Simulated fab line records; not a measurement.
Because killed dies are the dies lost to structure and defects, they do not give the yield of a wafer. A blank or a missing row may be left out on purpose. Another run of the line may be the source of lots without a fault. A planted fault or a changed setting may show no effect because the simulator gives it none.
Problem report in the 8D (eight disciplines) form, filled by code :: flow sky130 :: the parts of the form that need people (team, actions taken, sign-off) are left out

1. PROBLEM STATEMENT
Across 3 wafers from 2 lots, VIA2_HDPCVD_THK at SKY_VIA2_THK_MEAS_01 averages 2172 nm, while fault-free wafers read 1179 nm with a standard deviation of 12. Relative to the usual mean, that is a shift of +83 standard deviations.
The first sign was on wafer L668.6 at day 41 10:56, on film_metro-04. Wafers with a number at this step in the record: 36, from 12 lots. The rule behind "out" and "out of limits": a value lying over 4 standard deviations away from the usual mean. All remaining wafers that have a number are taken as sound.

2. WHAT IT IS AND WHAT IT IS NOT
question: which readings at this step
is: VIA2_HDPCVD_THK
is not: -

question: which lots
is: L668, L670
is not: L649, L651, L653, L654, L656, L657, L658, L659, L660, L661

question: which wafers of those lots
is: L668.6, L670.3, L670.4
is not: L668.1, L668.2, L670.2

question: read on which gauges
is: film_metro-03, film_metro-04
is not: film_metro-02

question: when
is: from day 41 10:56
is not: up to then (32 sound wafers); but 1 sound wafer of L670 came after

3. THE SUSPECTS, EACH WITH WHAT RULES IT OUT
Counting: a tool at a process step up to the reading stays a suspect if it ran every lot that is out. Sound lots after the first of them don't rule it out here, since some wafers of a struck lot are sound.
- the gauge at SKY_VIA2_THK_MEAS_01 is ruled out. Those wafers that are out were read across 2 gauges (film_metro-03, film_metro-04).
- hdpcvd-02 at SKY_VIA2_HDPCVD_00 (deposits SiO2, target thk 1180 nm, time 196.7 s): kept. It processed each lot that is out (first: L668, day 41 10:48); up to then, its last sound lot is L660 (day 39 03:46).
After counting, what remains is hdpcvd-02 at SKY_VIA2_HDPCVD_00.

4. THE CAUSE (what the simulator had put in)
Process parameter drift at SKY_VIA2_HDPCVD_00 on hdpcvd-02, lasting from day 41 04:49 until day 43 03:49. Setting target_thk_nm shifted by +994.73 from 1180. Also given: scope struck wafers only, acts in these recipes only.
This tool alone remained once counting was done.

5. THE CHAIN OF EFFECTS, in route order
Rows list readings where the struck wafers' mean (over those with a number) sits beyond 3 standard deviations from the usual. Only readings whose record carries a usual standard deviation are examined. hours: median over the lots of the time between each lot's start at the first step of this table that gives one and its start at this step. sigmas: the change, counted in usual standard deviations.
hours: 0
step: SKY_VIA2_THK_MEAS_01
reading: VIA2_HDPCVD_THK
usual: 1179 nm
on struck wafers: 2172
change: +993
sigmas: +83

6. WHAT WOULD HAVE CAUGHT IT SOONER
6 hours passed between the start of the fault at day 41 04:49 and the first reading out of limits at a measuring or inspecting step in this record, taken at day 41 10:56.
L670, from the lots that are out (2), started SKY_VIA2_HDPCVD_00 on hdpcvd-02 later than day 41 10:56. A hold on the tool at that time would have spared it.
